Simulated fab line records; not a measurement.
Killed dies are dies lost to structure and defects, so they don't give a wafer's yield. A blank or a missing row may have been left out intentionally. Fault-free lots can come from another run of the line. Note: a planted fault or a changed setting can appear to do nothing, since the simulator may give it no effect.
Problem report in the 8D (eight disciplines) form, filled by code | flow gf180mcu | the parts of the form that need people (team, actions taken, sign-off) are left out

== 1. WHAT IS WRONG ==
bias w at GF_V3_ETCH_17 reads a mean of 1240 W on 1 wafer of 1 lot; wafers without a fault read 1200 W with a standard deviation of 3.5. Relative to the usual mean, that is a shift of +11 standard deviations.
The step: etches SiO2 in C4F8/O2/Ar, stops on TiN, target depth 635 nm.
Earliest sighting: wafer L989.1 on rie diel-02 at day 26 03:00. The record holds 39 wafers of 13 lots with a number at this step. Rule for "out" (also "out of limits"): further than 4 standard deviations from the usual mean. All remaining wafers that have a number are taken as sound.

== 2. WHAT IT IS, WHAT IT ISN'T ==
question                    | is                | is not
which readings at this step | bias w            | oes product au
which lots                  | L989              | L100, L102, L979, L980, L981, L983, L984, L985, L995, L996, L997, L999
which wafers of those lots  | L989.1            | L989.3, L989.6
read on which tools         | rie diel-02       | rie diel-01, rie diel-04
when                        | from day 26 03:00 | up to then (20 sound wafers); but 18 sound wafers of L100, L102, L995, L996, L997, L999 came after

== 3. SUSPECTS, AND WHAT RULES EACH OUT ==
Counting: a tool at a process step up to the reading stays a suspect if it ran every lot that is out. Sound lots after the first of them don't rule it out here, since some wafers of a struck lot are sound.
- pvd sputter-02 at GF_M3_SPUTTER_03 (material Ti, target thk 10 nm, time 6.7 s): kept. It processed L989, the lot that is out, at day 24 08:06, and its most recent sound lot before then was L985 at day 23 05:47.
- rie diel-02 at GF_V3_ETCH_17 (etches SiO2 in C4F8/O2/Ar, stops on TiN, target depth 635 nm): kept. It processed L989, the lot that is out, at day 26 03:00, and its most recent sound lot before then was L985 at day 25 03:00. Out on those wafers are its own readings of bias w.
- In rie diel-02 at GF_V3_ETCH_17, the wafers that are out were processed in chamber 3 and their sound lot-mates in chambers 0, 1.
What counting leaves: pvd sputter-02 at GF_M3_SPUTTER_03 and rie diel-02 at GF_V3_ETCH_17.

== 4. THE CAUSE (what the simulator had put in) ==
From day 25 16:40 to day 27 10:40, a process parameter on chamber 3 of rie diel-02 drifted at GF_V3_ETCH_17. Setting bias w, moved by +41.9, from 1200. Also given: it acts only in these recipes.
After counting, 2 suspects remain, this tool included.

== 5. SEQUENCE OF EFFECTS, ordered by route ==
Rows list readings where the struck wafers' mean (over those with a number) sits beyond 3 standard deviations from the usual. Readings are gone through only where the record gives a usual standard deviation; hours: the median, over the lots, of the time from a lot's start at the first step in this table giving one to that lot's start at this step; sigmas: the change measured in usual standard deviations.
hours | step          | reading | usual  | on struck wafers | change | sigmas
0     | GF_V3_ETCH_17 | bias w  | 1200 W | 1240             | +40    | +11
Process steps it contains:
- GF_V3_ETCH_17: etches SiO2 in C4F8/O2/Ar, stops on TiN, target depth 635 nm.

== 6. WHAT WOULD HAVE CAUGHT IT SOONER ==
The fault began at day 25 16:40; the first out-of-limits reading in this record came at day 26 03:00, 10 hours later.
